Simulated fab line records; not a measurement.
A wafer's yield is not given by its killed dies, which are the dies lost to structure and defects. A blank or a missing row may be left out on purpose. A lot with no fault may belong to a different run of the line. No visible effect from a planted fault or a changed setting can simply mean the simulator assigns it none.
Problem report, 8D (eight disciplines) form, completed by code ; flow gf180mcu ; the parts of the form that need people (team, actions taken, sign-off) are left out

## 1. THE PROBLEM
Mean of beam energy keV at GF_MVSD_IMPLANT_09: 93.88 across 6 wafers in 2 lots; on wafers with no fault it is 100.00 (standard deviation 0.033). That is -99 or more standard deviations from the usual mean.
Seen first at day 7 03:20 on implanter-04, wafer L835.2. At this step, 18 wafers from 6 lots have a number in the record. By rule, "out" or "out of limits" means more than 4 standard deviations away from the usual mean. The other wafers with a number count as sound.

## 2. WHAT IT IS AND WHAT IT IS NOT
question;is;is not
which readings at this step;beam energy keV;-
which lots;L835, L840;L828, L832, L837, L844
which wafers of those lots;all that have a number;-
read on which tools;implanter-04;implanter-02, implanter-03
when;from day 7 03:20;"up to then (6 sound wafers); but 6 sound wafers of L837, L844 came after"

## 3. THE SUSPECTS, EACH WITH WHAT RULES IT OUT
Counting: a tool stays on the suspect list if, at a process step up to the reading, it processed all lots that are out and no sound lot following the first of them.
- plasma asher-02 at GF_LVPWELL_STRIP_10 (strips in O2/N2): ruled out as a lasting fault. Sound lots L837 ran on it after its first lot that is out, L835 (day 6 12:10).
- implanter-04 at GF_MVSD_IMPLANT_09: kept. All lots that are out passed through it, beginning with L835 at day 7 03:20, and no sound lot followed; its final sound lot before that point was L832 at day 6 10:08. Its own beam energy keV readings are out on those wafers.
Left after counting: implanter-04 at GF_MVSD_IMPLANT_09.

## 4. THE CAUSE (what the simulator had put in)
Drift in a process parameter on implanter-04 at GF_MVSD_IMPLANT_09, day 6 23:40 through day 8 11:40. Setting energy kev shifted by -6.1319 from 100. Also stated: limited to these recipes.
After counting, this tool was the only one left.

## 5. THE EFFECT CHAIN, in route order
Each row: a reading whose mean over the struck wafers that have a number lies more than 3 standard deviations from the usual. Only readings for which the record gives a usual standard deviation are gone through. hours: the time from each lot's start at the first step in this table that gives one to its start at this step, as a median over the lots. sigmas: the change in usual standard deviations.
hours;step;reading;usual;on struck wafers;change;sigmas
0;GF_MVSD_IMPLANT_09;beam energy keV;100.00;93.88;-6.12;-99 or more
Process steps it contains:
- GF_MVSD_IMPLANT_09

## 6. HOW IT WOULD HAVE BEEN CAUGHT EARLIER
In this record the first reading out of limits was taken at day 7 03:20, 4 hours after the fault began at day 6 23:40.
